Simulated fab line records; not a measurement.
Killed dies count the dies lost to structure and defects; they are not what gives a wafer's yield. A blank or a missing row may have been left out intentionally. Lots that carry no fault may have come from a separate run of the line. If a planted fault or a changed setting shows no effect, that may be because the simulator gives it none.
Which of the tools did it? | flow sky130 | 11 lots (33 wafers sampled), 1 step of a 708-step route

WHAT THE GAUGES SHOWED, per wafer
SKY_CONTACT_CD_MEAS_14: the cd target is 170 nm.
lot  | measured     | on        | cd_nm (nm)
L420 | day 31 13:50 | cd_sem-02 | 170.8 171.3 170.2
L421 | day 31 23:17 | cd_sem-02 | 169.8 169.5 170.4
L424 | day 33 04:25 | cd_sem-01 | 171.2 172.4 171.5
L426 | day 33 12:10 | cd_sem-01 | 168.4 168.9 167.3
L427 | day 33 22:28 | cd_sem-01 | 170.3 168.6 170.0
L428 | day 34 00:07 | cd_sem-01 | 169.7 169.7 169.8
L430 | day 35 00:43 | cd_sem-01 | 170.9 171.5 170.8
L431 | day 35 12:33 | cd_sem-01 | 170.8 172.1 171.6
L432 | day 35 17:04 | cd_sem-02 | 170.4 171.2 170.9
L433 | day 36 02:11 | cd_sem-01 | 170.0 171.6 170.8
L441 | day 39 01:49 | cd_sem-02 | 168.8 167.3 169.2

WHAT TOOL EACH LOT RAN ON (gives the tool, then ch and the chambers of the sampled wafers, and finally the start)
The record holds no process step before these readings.

THE ANSWER, worked out from the rows above alone
Rule: what is usual is taken from the lots themselves. Put in order of their means at a reading, lots are off if they are a third of the lots or fewer, leave a main group of 4 or more, and stand apart from it by a gap of 3 or more times the standard deviation of the main group's means; of several such gaps the widest counts. A main group whose means are all the same, to the digits that the tables above print for the reading, isn't used. Also off: a lot with no number at a reading for which 4 or more lots have one. All remaining lots with rows at the step are treated as sound.
Across all readings shown, no lot is off: no conclusion can be drawn from this.

WHAT THE SIMULATOR HAD INSERTED
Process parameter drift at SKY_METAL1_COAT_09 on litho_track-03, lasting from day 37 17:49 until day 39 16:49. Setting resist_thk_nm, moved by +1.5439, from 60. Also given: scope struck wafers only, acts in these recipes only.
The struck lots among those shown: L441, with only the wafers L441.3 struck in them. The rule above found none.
